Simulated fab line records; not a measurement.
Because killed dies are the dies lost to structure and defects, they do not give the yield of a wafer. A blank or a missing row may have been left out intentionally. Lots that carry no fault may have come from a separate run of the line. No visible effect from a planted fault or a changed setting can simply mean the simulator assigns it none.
A struck lot beside a sound one | flow sfq line | 14 steps out of a route of 325
Sound: these wafers, L441.2, L441.4, L441.6. Wafers struck: L450.2, L450.5, L450.6. The cause comes at the end.
For every step that has rows: the tool of each side, followed by ch and its chambers, followed by its first start. Under that, the readings that differ: sound wafers | struck wafers | difference of the means | sigmas: that difference in standard deviations of wafers without a fault.
alike: readings with means less than 2 such deviations apart, plus words and numbers identical on both sides. not compared: withheld readings, readings lacking a value on some wafer, bounds such as >300 that could conceal the same value, and numbers that have no deviation in the record and whose values overlap.
The two part at a step that has a row with sigmas, a row that says differs or no value, or rows on one side only. Numbers that have no deviation but don't overlap get no sigmas and don't part them. A reading that every wafer of one side lacks parts them only if that side has two wafers or more.

first, 6 steps without rows for these wafers: SFQ_TRILAYER_M6_LITHO_COAT_164 (resist thk 62 nm); SFQ_TRILAYER_M6_LITHO_COAT_159 (resist thk 600 nm); SFQ_TRILAYER_M6_LITHO_SOFTBAKE_163; SFQ_TRILAYER_M6_LITHO_EXPOSE_160 (exposes mask M6, target cd 500 nm); SFQ_TRILAYER_M6_LITHO_PEB_162 (peb time 60 s); SFQ_TRILAYER_M6_LITHO_DEVELOP_161 (time 60 s).
SFQ_M6_OVL_MEAS_940:
  sound: overlay-02 at day 60 06:17; struck: overlay-01 at day 62 05:17
  alike: M6_OVL
SFQ_TRILAYER_M6_BARC_OPEN_METAL_ETCH_206: etches BARC in O2, target depth 125 nm, time 41.7 s.
  sound on rie metal-03 ch 0, day 60 06:20; struck on rie metal-03 ch 0, day 62 05:20
  alike: drypump motor current A, oes product au
  not compared: rf hours counter h
SFQ_TRILAYER_M6_ETCH_METAL_ETCH_162: etches Nb in Cl2/Ar, stops on SiO2, target depth 240 nm, time 120 s.
  sound on rie metal-03 ch 0, day 60 06:28; struck on rie metal-03 ch 0, day 62 05:29
  alike: drypump motor current A, oes product au
  not compared: rf hours counter h
SFQ_TRILAYER_M6_STRIP_STRIP_163: strips in O2.
  sound on rie metal-03 ch 0, day 60 06:53; struck on rie metal-03 ch 0, day 62 05:53
  alike: drypump motor current A, oes product au
  not compared: rf hours counter h
then, 1 step without rows for these wafers: SFQ_TRILAYER_M6_STRIP_SOLV_CLEAN_164 (cleans in NMP, time 600 s).
SFQ_TRILAYER_I6_DEP_PECVD_165: deposits SiO2 from SiH4/N2O, time 111.11 s, target thk 500 nm.
  sound on pecvd-03 ch 1,2, day 60 08:04; struck on pecvd-02 ch 0,1, day 62 07:04
  reading                                             | sound             | struck            | difference | sigmas
  rf fwd power W (W)                                  | 182.1 181.7 181.6 | 107.9 108.6 109.3 | -73.2      | -99 or more
  showerhead vpp V (V)                                | 849 841 861       | 638 651 669       | -198       | -5
  model.SiO2_of_TRILAYER_I6_DEP_PECVD_165.thk nm (nm) | 501.5 508.3 500.3 | 431.2 436.8 427.3 | -71.6      |
  alike: heater power w, throttle valve pct
SFQ_TRILAYER_I6_CMP_CMP_166: polishes SiO2.
  sound on cmp-01 ch 0,1,3, day 62 08:01; struck on cmp-02 ch 0,2,3, day 63 16:37
  reading                | sound       | struck      | difference | sigmas
  time to endpoint s (s) | 217 219 224 | 164 159 160 | -59        | -7
  alike: head pressure psi, motor current A
SFQ_I6_BOW_MEAS_941:
  sound: film metro-02 at day 62 11:02; struck: film metro-04 at day 63 18:08
  alike: I6_BOW

WHERE THEY PART
At SFQ_TRILAYER_I6_DEP_PECVD_165 first; at SFQ_TRILAYER_I6_CMP_CMP_166 last (within this record only). Later steps at which nothing parts them and some readings are alike: SFQ_I6_BOW_MEAS_941.

WHY: what the simulator had put in
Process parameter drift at SFQ_TRILAYER_I6_DEP_PECVD_165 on pecvd-02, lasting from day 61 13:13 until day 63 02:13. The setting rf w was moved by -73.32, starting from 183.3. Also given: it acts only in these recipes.
